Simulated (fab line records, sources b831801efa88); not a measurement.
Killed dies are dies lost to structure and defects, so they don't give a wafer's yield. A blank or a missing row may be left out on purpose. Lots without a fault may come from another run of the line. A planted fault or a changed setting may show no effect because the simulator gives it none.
Chamber matching | flow gf180mcu | GF_PASSIVATION_CVD_02 on pecvd-03: 3 sister chambers
The step deposits Si3N4, target thk 700 nm, time 486.18 s. 20 wafers are shown with their chamber, then 10 later ones without.

WAFERS WITH THEIR CHAMBER
wafer  | chamber | heater_power_w (W) | susceptor_temp_C (C)
L074.2 | 0       | 661                | 400.13
L074.5 | 0       | 673                | 399.83
L074.6 | 2       | 541                | 400.09
L075.1 | 1       | 533                | 400.29
L075.2 | 0       | 654                | 400.08
L075.3 | 2       | 621                | 399.32
L075.4 | 1       | 555                | 400.14
L075.5 | 0       | 669                | 400.08
L075.6 | 2       | 495                | 399.73
L076.1 | 1       | 523                | 400.00
L076.2 | 2       | 581                | 400.06
L076.4 | 2       | 606                | 399.57
L079.1 | 0       | 636                | 399.69
L079.3 | 2       | 529                | 399.92
L079.4 | 0       | 655                | 399.75
L081.1 | 2       | 551                | 399.62
L081.2 | 0       | 564                | 400.25
L081.6 | 1       | 509                | 399.91
L085.2 | 1       | 522                | 399.86
L085.3 | 2       | 603                | 400.11

SIGNATURES (means of the wafers above)
reading          | chamber 0 | chamber 1 | chamber 2 | scatter within a chamber
heater_power_w   | 644.57    | 528.40    | 565.88    | 36.9
susceptor_temp_C | 399.9729  | 400.0400  | 399.8025  | 0.24
Rule: a wafer's distance from a chamber is the root of the sum, over the readings, of the square of ((its reading less the chamber's mean) divided by the reading's scatter). The wafer belongs to the nearest chamber; if the next one is less than 2 further off, it can't be placed. The scatter: the root of (the sum of the squares of (reading less its chamber's mean) over the shown wafers, divided by (wafers less chambers)).

WAFERS WITHOUT THEIR CHAMBER
wafer  | heater_power_w (W) | susceptor_temp_C (C)
L085.4 | 680                | 399.88
L090.1 | 536                | 400.24
L090.2 | 617                | 399.99
L090.4 | 557                | 400.08
L091.2 | 612                | 400.17
L091.5 | 654                | 399.94
L091.6 | 529                | 399.90
L094.1 | 652                | 399.89
L094.5 | 525                | 399.82
L094.6 | 542                | 399.76

WHICH CHAMBER EACH WENT THROUGH
wafer  | from the rows above          | in truth
L085.4 | 0                            | 0
L090.1 | can't be placed: 1 or 2      | 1
L090.2 | can't be placed: 0 or 2 or 1 | 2
L090.4 | can't be placed: 1 or 2 or 0 | 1
L091.2 | can't be placed: 0 or 2 or 1 | 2
L091.5 | 0                            | 0
L091.6 | can't be placed: 1 or 2      | 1
L094.1 | can't be placed: 0 or 2      | 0
L094.5 | can't be placed: 1 or 2      | 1
L094.6 | can't be placed: 2 or 1      | 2
Placed correctly: 2 of 10. Can't be placed from these rows: 8 (the true chamber is among the candidates in 8). Placed wrongly: 0.
